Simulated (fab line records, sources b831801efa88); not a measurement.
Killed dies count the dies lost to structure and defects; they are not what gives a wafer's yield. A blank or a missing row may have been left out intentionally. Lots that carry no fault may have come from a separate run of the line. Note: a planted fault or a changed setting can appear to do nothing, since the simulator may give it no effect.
Matching of chambers + flow sky130 + SKY_VIA4_ETCH_12 on rie diel-03: 4 sister chambers
The step etches SiO2 in C4F8/O2/Ar, stops on TiN, target depth 580 nm. 16 wafers are shown with their chamber, then 8 later ones without.

## WAFERS, EACH WITH ITS CHAMBER
| wafer  | chamber | oes product au (a.u.) |
|--------|---------|-----------------------|
| L078.1 | 3       | 0.927                 |
| L078.3 | 0       | 0.927                 |
| L078.6 | 1       | 0.927                 |
| L081.2 | 0       | 0.928                 |
| L081.5 | 3       | 0.926                 |
| L081.6 | 2       | 0.929                 |
| L083.1 | 3       | 0.922                 |
| L083.2 | 1       | 0.918                 |
| L083.5 | 3       | 0.929                 |
| L082.1 | 3       | 0.930                 |
| L082.2 | 2       | 0.924                 |
| L082.3 | 0       | 0.927                 |
| L085.1 | 3       | 0.923                 |
| L085.3 | 2       | 0.922                 |
| L085.4 | 0       | 0.927                 |
| L088.1 | 1       | 0.926                 |

SIGNATURES (means of the wafers above)
| reading        | chamber 0 | chamber 1 | chamber 2 | chamber 3 | scatter within a chamber |
|----------------|-----------|-----------|-----------|-----------|--------------------------|
| oes product au | 0.92725   | 0.92367   | 0.92500   | 0.92617   | 0.00324                  |
Rule: a wafer lies at a distance from a chamber equal to the root of the sum of squares, over the readings, of (its reading less the chamber's mean, divided by the reading's scatter). If the next closest chamber is less than 2 further off than the closest, the wafer can't be placed; otherwise it belongs to the closest. The scatter: take each reading less its chamber's mean, square it, sum over the shown wafers, divide by the number of wafers less the number of chambers, and take the root.

## WAFERS MISSING THEIR CHAMBER
| wafer  | oes product au (a.u.) |
|--------|-----------------------|
| L088.3 | 0.929                 |
| L088.6 | 0.922                 |
| L092.1 | 0.922                 |
| L092.4 | 0.922                 |
| L092.5 | 0.921                 |
| L094.3 | 0.937                 |
| L094.4 | 0.926                 |
| L094.6 | 0.930                 |

## EACH ONE'S CHAMBER
| wafer  | from the rows above               | in truth |
|--------|-----------------------------------|----------|
| L088.3 | can't be placed: 0 or 3 or 2 or 1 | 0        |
| L088.6 | can't be placed: 1 or 2 or 3 or 0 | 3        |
| L092.1 | can't be placed: 1 or 2 or 3 or 0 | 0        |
| L092.4 | can't be placed: 1 or 2 or 3 or 0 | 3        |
| L092.5 | can't be placed: 1 or 2 or 3 or 0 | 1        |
| L094.3 | can't be placed: 0 or 3 or 2 or 1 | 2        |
| L094.4 | can't be placed: 3 or 2 or 0 or 1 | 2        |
| L094.6 | can't be placed: 0 or 3 or 2 or 1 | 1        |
Correctly placed: 0 of 8. Not placeable from these rows: 8 (in 8, the candidates include the true chamber). 0 placed wrongly.
